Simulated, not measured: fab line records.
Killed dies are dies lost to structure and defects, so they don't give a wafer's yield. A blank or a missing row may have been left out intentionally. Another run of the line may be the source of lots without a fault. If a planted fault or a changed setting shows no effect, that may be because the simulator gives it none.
fab line records	flow sky130
[record] lots = 10	wafers = 30	lastDay = 50
route steps=708 shown SONOS_ONO@172 LI_CONTACT@374 CONTACT@433
lots that met no fault: taken from a fault-free run of the same line
startH: hours from the record's opening day to when the first of the lot's shown wafers began	waitH: hours since the lot's step before	" identical to the entry in the row above	L1.1+2: a single row standing in for several wafers	- either no value or no given start	* or withheld: withheld	< > ~ a bound
route shown NAME@n: a module of which the file shows steps, and the number in the route of the first	usual: mean/standard deviation taken from wafers without a fault	same: alike in all rows	chamber/n: place in a boat	sites: readings site by site	_std_site: their standard deviation	_edge_site: mean of outer sites minus mean of inner sites	radiusMm: for every site, how far away it sits from the centre of the wafer	mask NAME#n: copy n	behind: the last tool/chamber to shape the wafer	hold: why the lot went on hold/how many hours it stayed there/how the hold came to an end	device: the n, p or np transistor that did not switch	end of line: at the end of the route, the tests of the same wafers	a step given without rows: its recipe and nothing more	killed: at the first sort, the dies lost to defects and structure; wafer yield is something else	map: per-die view of a wafer (x killed, . not killed, _ where there is no die)
set.NAME: setting as actually run; set.NAME@STEP: the setting as run at that earlier step	model.NAME: the simulator's own value behind a step, which no gauge read
one table for each step of the route and one row for each wafer, over a sample of lots
services: when a tool's chamber went out of use (startH, in hours from the record's first day, below 0 if earlier), for how many hours, and the reason
[[steps]]
[step SKY_SONOS_ONO_CVD_04]
[recipe] material = SiO2	precursor = SiH4/N2O	targetThkNm = 5.7199	tempC = 900	pressureMtorr = 400
[usual] spikeTcBottomC = 917.9/1.8	spikeTcCentreC = 900.4/1.3	spikeTcLowerC = 900.2/0.96	spikeTcTopC = 911.6/2.2	spikeTcUpperC = 900.8/1.5	susceptorTempC = 900.0/0.4	zonePowerCentrePct = 17.88/0.28	zonePowerLowerPct = 16.77/0.23	zonePowerTopPct = 32.4/1.1
lot.wafer	tool	chamber	startH	waitH	spikeTcBottomC	spikeTcCentreC	spikeTcLowerC	spikeTcTopC	spikeTcUpperC	susceptorTempC	zonePowerCentrePct	zonePowerLowerPct	zonePowerTopPct
L552.3	lpcvd-03	0	276.06	0.0	918.4	899.4	901.6	915.1	899.4	900.2	17.77	16.32	33.7
L552.4	"	0	"	"	916.4	900.1	900.6	912.1	900.0	900.3	17.67	16.61	33.2
L552.5	"	0	"	"	916.4	901.3	900.8	913.5	899.5	899.9	17.52	16.61	33.5
L553.2	lpcvd-03	0	279.68	0.0	916.2	903.8	902.0	914.3	899.5	899.3	17.96	16.81	33.5
L553.3	"	0	"	"	917.0	900.1	901.0	912.1	900.8	899.1	17.73	16.63	33.0
L553.5	"	0	"	"	916.8	901.5	901.0	911.9	898.4	900.0	17.63	16.68	33.3
L554.4	lpcvd-03	0	290.40	0.0	915.3	899.9	898.6	912.3	900.4	900.6	18.06	16.44	33.3
L554.5	"	0	"	"	917.5	901.4	898.4	913.2	898.8	899.8	17.74	16.69	32.9
L554.6	"	0	"	"	916.9	899.7	901.3	911.1	899.7	900.1	17.53	16.94	33.6
L555.1	lpcvd-03	0	292.62	0.1	915.8	901.5	899.0	912.1	900.4	900.2	18.12	16.59	33.4
L555.2	"	0	"	"	917.3	901.2	901.0	912.8	899.2	899.4	17.92	16.86	33.7
L555.6	"	0	"	"	915.9	899.9	899.0	914.0	900.5	899.7	17.63	16.56	33.8
L558.2	lpcvd-03	1	312.00	0.0	919.8	901.0	901.6	906.6	903.6	900.1	18.27	17.03	30.7
L558.5	"	1	"	"	919.7	897.7	901.1	909.1	902.5	900.7	17.84	16.84	31.9
L558.6	"	1	"	"	918.0	898.4	901.3	910.3	901.6	900.3	18.06	17.16	31.0
L559.1	lpcvd-03	1	314.25	0.1	920.3	898.7	900.8	909.3	902.6	899.8	18.21	16.82	31.5
L559.4	"	1	"	"	919.6	899.9	901.5	911.4	902.2	900.2	18.03	16.75	31.7
L559.6	"	1	"	"	918.9	898.9	900.5	908.7	901.1	900.0	17.95	16.92	31.1
L567.3	lpcvd-03	0	374.76	0.0	950.9	937.5	933.9	947.7	934.1	935.3	19.42	18.34	35.3
L567.4	"	0	"	"	951.9	938.4	936.7	947.5	935.3	935.0	19.37	18.50	35.6
L567.6	"	0	"	"	953.0	937.4	936.4	947.1	935.5	935.1	19.30	18.11	35.4
L573.2	lpcvd-03	1	431.16	0.0	919.8	901.0	898.3	911.3	903.7	899.5	18.18	17.12	31.6
L573.4	"	1	"	"	918.5	898.0	899.1	909.2	901.9	898.8	17.69	17.10	31.3
L573.5	"	1	"	"	921.5	898.7	899.2	909.3	900.3	899.4	18.30	16.70	30.9
L574.3	lpcvd-03	0	431.16	0.0	918.9	903.3	900.3	913.4	899.1	900.2	17.89	16.68	33.9
L574.4	"	0	"	"	917.7	901.5	898.6	912.0	899.1	900.0	17.52	16.73	33.3
L574.5	"	0	"	"	917.1	899.0	898.4	915.1	899.3	900.0	17.20	17.00	33.6
L575.1	lpcvd-03	0	438.99	0.1	917.5	900.8	899.0	911.9	900.5	899.4	17.73	16.45	33.9
L575.3	"	0	"	"	918.2	901.8	900.0	913.5	899.1	900.2	17.48	16.68	32.5
L575.5	"	0	"	"	917.8	901.6	900.4	913.2	900.7	899.6	17.64	16.75	33.2
[step SKY_SONOS_ONO_THK_MEAS_05]
[recipe] reads = SiO2_of_SONOS_ONO_CVD_04
[usual] SONOS_ONO_CVD_04_THK = 5.71/0.12
lot.wafer	tool	chamber	startH	waitH	SONOS_ONO_CVD_04_THK[nm]
L552.3	filmMetro-01	-	277.33	0.0	5.79
L552.4	"	-	"	"	5.68
L552.5	"	-	"	"	5.80
L553.2	filmMetro-01	-	280.94	0.0	5.71
L553.3	"	-	"	"	5.75
L553.5	"	-	"	"	5.76
L554.4	filmMetro-01	-	291.68	0.0	5.71
L554.5	"	-	"	"	5.68
L554.6	"	-	"	"	5.73
L555.1	filmMetro-04	-	293.87	0.0	5.62
L555.2	"	-	"	"	5.61
L555.6	"	-	"	"	5.79
L558.2	filmMetro-01	-	313.26	0.0	5.77
L558.5	"	-	"	"	5.79
L558.6	"	-	"	"	5.81
L559.1	filmMetro-01	-	315.50	0.0	5.70
L559.4	"	-	"	"	5.62
L559.6	"	-	"	"	5.61
L567.3	filmMetro-03	-	376.03	0.0	9.18
L567.4	"	-	"	"	9.05
L567.6	"	-	"	"	9.04
L573.2	filmMetro-01	-	432.42	0.0	5.53
L573.4	"	-	"	"	5.63
L573.5	"	-	"	"	5.54
L574.3	filmMetro-04	-	432.43	0.0	5.67
L574.4	"	-	"	"	5.61
L574.5	"	-	"	"	5.59
L575.1	filmMetro-01	-	440.24	0.0	5.48
L575.3	"	-	"	"	5.56
L575.5	"	-	"	"	5.45
[step SKY_LI_CONTACT_CD_MEAS_12]
[recipe] targetCdNm = 170
[usual] cdNm = 169.6/1.3
lot.wafer	tool	chamber	startH	waitH	cdNm
L552.3	cdSem-02	-	695.70	-	171.2
L552.4	"	-	"	"	169.7
L552.5	"	-	"	"	170.3
L553.2	cdSem-02	-	701.37	-	170.5
L553.3	"	-	"	"	170.5
L553.5	"	-	"	"	171.2
L554.4	cdSem-01	-	715.47	-	171.8
L554.5	"	-	"	"	169.8
L554.6	"	-	"	"	169.5
L555.1	cdSem-02	-	716.59	-	169.5
L555.2	"	-	"	"	168.1
L555.6	"	-	"	"	170.1
L558.2	cdSem-02	-	734.58	-	170.0
L558.5	"	-	"	"	170.5
L558.6	"	-	"	"	170.6
L559.1	cdSem-01	-	739.66	-	171.5
L559.4	"	-	"	"	171.4
L559.6	"	-	"	"	172.1
L567.3	cdSem-01	-	797.54	-	172.4
L567.4	"	-	"	"	170.8
L567.6	"	-	"	"	171.2
L573.2	cdSem-02	-	846.96	-	168.2
L573.4	"	-	"	"	169.3
L573.5	"	-	"	"	168.8
L574.3	cdSem-02	-	850.93	-	169.2
L574.4	"	-	"	"	169.3
L574.5	"	-	"	"	169.7
L575.1	cdSem-01	-	854.20	-	168.8
L575.3	"	-	"	"	169.5
L575.5	"	-	"	"	168.3
[step SKY_LI_CONTACT_ETCH_14]
[recipe] chemistry = N2/H2	target = BARC	ionEnergyEv = 200	sourceW = 500	biasW = 100	pressureMtorr = 30	n2FlowSccm = 100	h2FlowSccm = 200	stopOn = SiO2	timeS = 45.9	targetDepthA = 600
[usual] chamberPressureMTorr = 29.997/0.024	drypumpMotorCurrentA = 5.6/0.48	oesProductAu = 0.855/0.0049	throttleValvePct = 13.225/0.0095
lot.wafer	tool	chamber	startH	waitH	chamberPressureMTorr	drypumpMotorCurrentA	oesProductAu	rfHoursCounterH	throttleValvePct
L552.3	rieDiel-02	1	695.82	0.0	29.974	5.3	0.856	3	13.218
L552.4	"	0	"	"	30.009	6.6	0.857	-	13.234
L552.5	"	1	"	"	30.019	5.3	0.857	-	13.210
L553.2	rieDiel-04	1	701.51	0.0	30.000	5.7	0.860	1	13.238
L553.3	"	0	"	"	30.004	5.1	0.846	3	13.230
L553.5	"	3	"	"	30.007	6.1	0.852	-	13.215
L554.4	rieDiel-03	1	715.57	0.0	29.981	5.0	0.853	8	13.220
L554.5	"	2	"	"	29.991	5.5	0.857	-	13.234
L554.6	"	3	"	"	30.041	5.9	0.852	-	13.221
L555.1	rieDiel-02	1	716.74	0.0	30.020	5.3	0.857	4	13.221
L555.2	"	3	"	"	29.971	5.3	0.854	31	13.199
L555.6	"	1	"	"	29.999	5.3	0.839	-	13.228
L558.2	rieDiel-02	0	734.72	0.0	29.980	6.5	0.850	20	13.219
L558.5	"	0	"	"	29.996	6.6	0.848	-	13.244
L558.6	"	3	"	"	30.012	5.2	0.857	-	13.221
L559.1	rieDiel-03	0	739.82	0.0	30.015	5.3	0.858	11	13.238
L559.4	"	1	"	"	29.987	5.1	0.842	8	13.226
L559.6	"	3	"	"	29.980	5.9	0.856	-	13.213
L567.3	rieDiel-03	3	797.66	0.0	29.987	6.0	0.859	12	13.235
L567.4	"	0	"	"	30.042	5.2	0.855	13	13.240
L567.6	"	0	"	"	30.033	5.3	0.862	-	13.219
L573.2	rieDiel-04	1	847.09	0.0	29.975	5.7	0.854	5	13.223
L573.4	"	0	"	"	30.009	5.1	0.855	-	13.228
L573.5	"	1	"	"	30.012	5.7	0.860	-	13.226
L574.3	rieDiel-03	2	851.04	0.0	29.982	5.5	0.862	21	13.205
L574.4	"	0	"	"	29.992	5.3	0.849	15	13.222
L574.5	"	1	"	"	30.010	5.0	0.865	-	13.215
L575.1	rieDiel-02	3	854.36	0.0	30.000	5.2	0.851	1	13.225
L575.3	"	2	"	"	30.047	5.5	0.859	15	13.235
L575.5	"	3	"	"	29.994	5.2	0.854	-	13.220
[step SKY_CONTACT_CMP_27]
[recipe] stopOn = SiO2	tOverpolishS = 15	downForcePsi = 3.5	platenRpm = 60	targetThkNm = 0	padVelocityMS = 0.94248
[usual] edgeZonePressureFrac = 1.000/0.0049	motorCurrentA = 10.4/0.56	overpolishRunS = 15.000/0.0088	retainingRingPressureFrac = 1.000/0.0045	slurryFlowMlMin = 150.1/0.45	timeToEndpointS = 84/5.2
lot.wafer	tool	chamber	startH	waitH	edgeZonePressureFrac	motorCurrentA	overpolishRunS	retainingRingPressureFrac	slurryFlowMlMin	timeToEndpointS
L552.4	cmp-02	2	755.73	0.1	0.995	10.1	15.008	1.004	150.3	75
L552.3	"	3	"	"	0.991	10.2	14.999	1.006	149.4	91
L552.5	"	0	"	"	1.001	10.3	14.996	0.999	150.7	83
L553.3	cmp-02	1	761.66	0.1	1.004	10.8	14.995	1.000	149.7	84
L553.2	"	2	"	"	0.994	10.8	14.995	1.004	149.5	75
L553.5	"	0	"	"	0.997	10.7	14.998	1.002	150.1	88
L554.4	cmp-01	1	774.13	0.0	1.001	10.5	15.002	0.994	149.5	84
L554.5	"	1	"	"	1.005	10.6	14.988	1.009	149.6	82
L554.6	"	2	"	"	0.999	9.6	14.988	1.009	150.2	82
L555.2	cmp-02	2	776.07	0.1	0.997	11.2	14.987	0.997	149.8	77
L555.1	"	3	"	"	1.001	10.7	14.990	1.000	149.6	93
L555.6	"	0	"	"	0.993	10.1	15.007	0.996	150.5	89
L558.2	cmp-02	1	793.02	0.0	0.994	11.3	14.998	1.007	150.4	87
L558.6	"	1	"	"	0.994	10.9	14.996	0.998	149.8	87
L558.5	"	2	"	"	1.005	10.5	14.983	0.994	149.6	76
L559.1	cmp-02	2	797.74	0.1	0.994	10.2	15.007	0.993	150.0	74
L559.4	"	3	"	"	0.990	10.7	15.002	1.004	150.3	94
L559.6	"	1	"	"	0.998	11.1	15.001	1.013	149.5	82
L567.4	cmp-02	1	854.87	0.1	0.997	10.9	14.998	1.001	149.1	81
L567.3	"	2	"	"	0.995	11.0	14.987	1.003	150.5	73
L567.6	"	0	"	"	1.000	9.3	15.015	1.006	150.4	88
L573.4	cmp-02	0	904.32	0.1	1.001	10.0	15.000	0.996	149.2	84
L573.2	"	1	"	"	1.013	11.2	15.003	0.998	150.2	81
L573.5	"	3	"	"	1.001	11.6	15.010	0.993	149.8	93
L574.3	cmp-02	0	907.40	0.0	1.002	10.2	15.002	1.000	150.8	91
L574.4	"	2	"	"	0.999	10.7	14.996	0.997	150.0	76
L574.5	"	1	"	"	1.001	10.8	14.993	1.005	149.8	84
L575.1	cmp-01	0	910.16	0.1	0.996	10.1	15.011	0.994	149.8	83
L575.3	"	3	"	"	1.000	9.5	15.010	1.007	150.5	86
L575.5	"	0	"	"	0.999	9.9	14.998	0.997	149.4	82
[[services]]
tool	chamber	startH	hours	kind
cmp-02	-	283.30	1.2	repair
rieDiel-02	-	323.01	2.8	pm
cmp-02	-	335.36	2.3	repair
rieDiel-03	-	344.79	14.6	pm
rieDiel-02	-	355.09	15.6	pm
rieDiel-03	-	372.11	0.4	repair
rieDiel-02	-	375.20	0.3	repair
rieDiel-02	2	379.16	8.3	repair
rieDiel-03	3	380.15	5.9	repair
rieDiel-02	1	381.12	9.3	repair
rieDiel-03	3	394.23	6.4	repair
cmp-02	-	404.00	4.0	pm
rieDiel-02	2	413.55	3.9	repair
cmp-02	-	420.06	1.5	repair
cmp-02	-	452.50	1.8	repair
cmp-02	-	481.60	0.5	repair
cmp-02	-	490.90	6.3	pm
cmp-02	-	497.24	7.0	pm
lpcvd-03	-	571.57	19.8	repair
cmp-02	-	604.91	2.2	repair
cmp-02	-	659.59	2.0	repair
cmp-02	-	664.75	0.3	repair
cmp-02	-	744.00	4.0	pm
cmp-02	-	859.90	6.8	pm
[[key]]
[firstSign] step = SKY_SONOS_ONO_CVD_04	reading = susceptorTempC	direction = up	sigmas = 88	usual = *	struck = *
[effect] step = SKY_SONOS_ONO_CVD_04	reading = spikeTcLowerC	direction = up	sigmas = 37	usual = 900.2	struck = 935.7
[effect] step = SKY_SONOS_ONO_THK_MEAS_05	reading = SONOS_ONO_CVD_04_THK	direction = up	sigmas = 28	usual = 5.71	struck = 9.09
metAt SKY_SONOS_ONO_CVD_04
struckLots L567
struckWafers L567.3,L567.4,L567.6
testerLeftOut L567
notActingAt SKY_LI_CONTACT_CD_MEAS_12,SKY_LI_CONTACT_ETCH_14,SKY_CONTACT_CMP_27
onsetBetween 292.62 374.76
[fault] kind = processParameterDrift	tool = lpcvd-03	chamber = 0	onsetH = 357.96	steps = SKY_SONOS_ONO_CVD_04	channel = tempC	offset = *	shape = step	endH = 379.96	stated = *
// testerLeftOut: of these lots the tester's yield and bins aren't shown, on N5 and GAA mostly nor the transistor test; their killed dies are dies lost to structure and defects alone, not to doping, threshold or leakage, so they don't give the yield
